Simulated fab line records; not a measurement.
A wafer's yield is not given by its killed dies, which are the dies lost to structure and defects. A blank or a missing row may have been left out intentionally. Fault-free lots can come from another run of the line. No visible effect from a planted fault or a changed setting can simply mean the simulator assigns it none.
The tool behind it: which one? -- flow sky130 -- 13 lots with 39 wafers sampled at 4 steps, on a route of 708 steps

## WHAT THE GAUGES SHOWED, per wafer
SKY_METAL3_CD_MEAS_13: the cd target is 300 nm. Usual: cd-nm 300.2 nm, standard deviation 1.5.
lot,measured,on,cd-nm (nm),flag
L365,day 38 07:08,cd-sem-01,301.4 299.7 301.1,
L366,day 38 12:54,cd-sem-01,302.5 303.2 302.9,
L368,day 39 05:52,cd-sem-02,299.6 298.5 300.0,
L369,day 39 16:40,cd-sem-01,296.6 299.0 297.4,
L372,day 40 17:07,cd-sem-01,300.4 299.7 300.2,
L378,day 42 11:33,cd-sem-02,301.2 301.4 300.4,
L379,day 42 14:59,cd-sem-02,300.0 300.2 298.4,
L382,day 43 09:20,cd-sem-02,299.9 300.6 299.9,
L383,day 44 02:14,cd-sem-01,299.3 299.1 299.0,
L384,day 44 03:01,cd-sem-01,299.2 299.2 298.0,
L385,day 44 03:33,cd-sem-01,298.8 300.4 299.3,
L386,day 44 11:14,cd-sem-02,302.7 302.3 301.6,
L388,day 45 01:50,cd-sem-01,297.9 297.5 298.9,

SKY_VIA3_OVL_MEAS_13. Usual: VIA3_OVL 1 nm, standard deviation 5.8.
lot,measured,on,VIA3_OVL (nm),flag
L365,day 39 10:05,overlay-02,-1 0 0,
L366,day 39 15:59,overlay-02,11 10 8,
L368,day 40 08:01,overlay-02,7 3 4,
L369,day 40 18:11,overlay-02,-6 3 -7,
L372,day 41 19:02,overlay-01,-1 7 1,
L378,day 43 12:21,overlay-02,7 5 6,
L379,day 43 15:53,overlay-01,-3 -5 -9,
L382,day 44 09:02,overlay-01,11 6 11,
L383,day 45 01:35,overlay-01,9 4 4,
L384,day 45 02:59,overlay-01,5 1 2,
L385,day 45 03:38,overlay-01,3 -5 -8,
L386,day 45 10:38,overlay-02,-4 -2 -3,
L388,day 46 00:17,overlay-02,4 1 -1,

SKY_METAL4_OVL_MEAS_14. Usual: METAL4_OVL -1 nm, standard deviation 5.4.
lot,measured,on,METAL4_OVL (nm),flag
L365,day 41 12:05,overlay-01,-2 -5 -3,
L366,day 41 18:41,overlay-02,4 3 7,
L368,day 42 10:20,overlay-02,-8 -9 -13,
L369,day 42 20:26,overlay-02,5 2 2,
L372,day 43 19:59,overlay-01,3 10 4,
L378,day 45 11:50,overlay-01,2 3 4,
L379,day 45 12:50,overlay-02,-3 -4 2,
L382,day 46 06:08,overlay-01,0 -1 -9,
L383,day 46 20:53,overlay-01,-3 3 3,
L384,day 46 22:14,overlay-02,3 -1 10,
L385,day 46 23:11,overlay-02,-4 -7 -7,
L386,day 47 04:50,overlay-01,0 1 -1,
L388,day 47 19:20,overlay-01,-4 2 -1,

## TOOL THAT RAN EACH LOT (tool first, then ch and the chambers of the sampled wafers, then the start)
lot,SKY_CAP2M_STRIP_14
L365,"plasma-asher-04 ch 0,1, day 40 11:25"
L366,"plasma-asher-01 ch 0,1, day 40 18:05"
L368,"plasma-asher-01 ch 0,1, day 41 10:21"
L369,"plasma-asher-01 ch 0,1, day 41 19:45"
L372,"plasma-asher-02 ch 0,1, day 42 20:19"
L378,"plasma-asher-04 ch 0,1, day 44 13:01"
L379,"plasma-asher-02 ch 0,1, day 44 14:54"
L382,"plasma-asher-01 ch 0,1, day 45 08:38"
L383,"plasma-asher-04 ch 1, day 45 23:56"
L384,"plasma-asher-01 ch 0,1, day 46 01:31"
L385,"plasma-asher-02 ch 0,1, day 46 02:16"
L386,"plasma-asher-02 ch 0,1, day 46 08:31"
L388,"plasma-asher-01 ch 0, day 46 22:38"
- SKY_CAP2M_STRIP_14: strips in O2/N2.

## AS READ BY THE TOOLS THEMSELVES (means over the sampled wafers that have a number; for cases with no such wafer, the mark the record gives instead)
SKY_CAP2M_STRIP_14. Usual: drypump-motor-current-A 5.5 A, standard deviation 0.39; o2-flow-sccm 3001 sccm, standard deviation 8.5; oes-product-au 0.710 a.u., standard deviation 0.0048; strip-time-to-endpoint-s 12.67 s, standard deviation 0.056.
lot,tool,drypump-motor-current-A (A),o2-flow-sccm (sccm),oes-product-au (a.u.),strip-time-to-endpoint-s (s),flag
L365,plasma-asher-04,4.9,3007,0.707,12.64,
L366,plasma-asher-01,5.6,3005,0.707,12.65,
L368,plasma-asher-01,5.8,2402,0.704,12.82,OFF
L369,plasma-asher-01,5.6,2394,0.698,12.81,OFF
L372,plasma-asher-02,5.5,3006,0.712,12.76,
L378,plasma-asher-04,4.9,3000,0.712,12.53,
L379,plasma-asher-02,5.5,2992,0.705,12.67,
L382,plasma-asher-01,5.8,3003,0.707,12.66,
L383,plasma-asher-04,4.7,2995,0.711,12.62,
L384,plasma-asher-01,5.6,2990,0.710,12.66,
L385,plasma-asher-02,5.5,3003,0.710,12.74,
L386,plasma-asher-02,5.5,3006,0.715,12.70,
L388,plasma-asher-01,5.4,2997,0.711,12.64,

## THE ANSWER, worked out from the rows above alone
Rule: a lot is off if the mean of its wafers that have a number lies more than 3 standard deviations from the usual mean. Also off: a lot with no number at a reading for which 4 or more lots have one. Any other lot the step has rows for is counted as sound. The gauges are gone through in route order, then the tools' own readings, and for those a lot's mean is taken as printed above. At the first step where some lot is off, the reading lying furthest off is the one used; lots without a number count as furthest.
Off at SKY_CAP2M_STRIP_14 (o2-flow-sccm): L368, L369.
If a tool, at that step or one of the process steps before it, ran each lot that is off and ran no sound lot following the first of them, it fits. None of those tried fits.

## WHAT THE SIMULATOR HAD INSERTED
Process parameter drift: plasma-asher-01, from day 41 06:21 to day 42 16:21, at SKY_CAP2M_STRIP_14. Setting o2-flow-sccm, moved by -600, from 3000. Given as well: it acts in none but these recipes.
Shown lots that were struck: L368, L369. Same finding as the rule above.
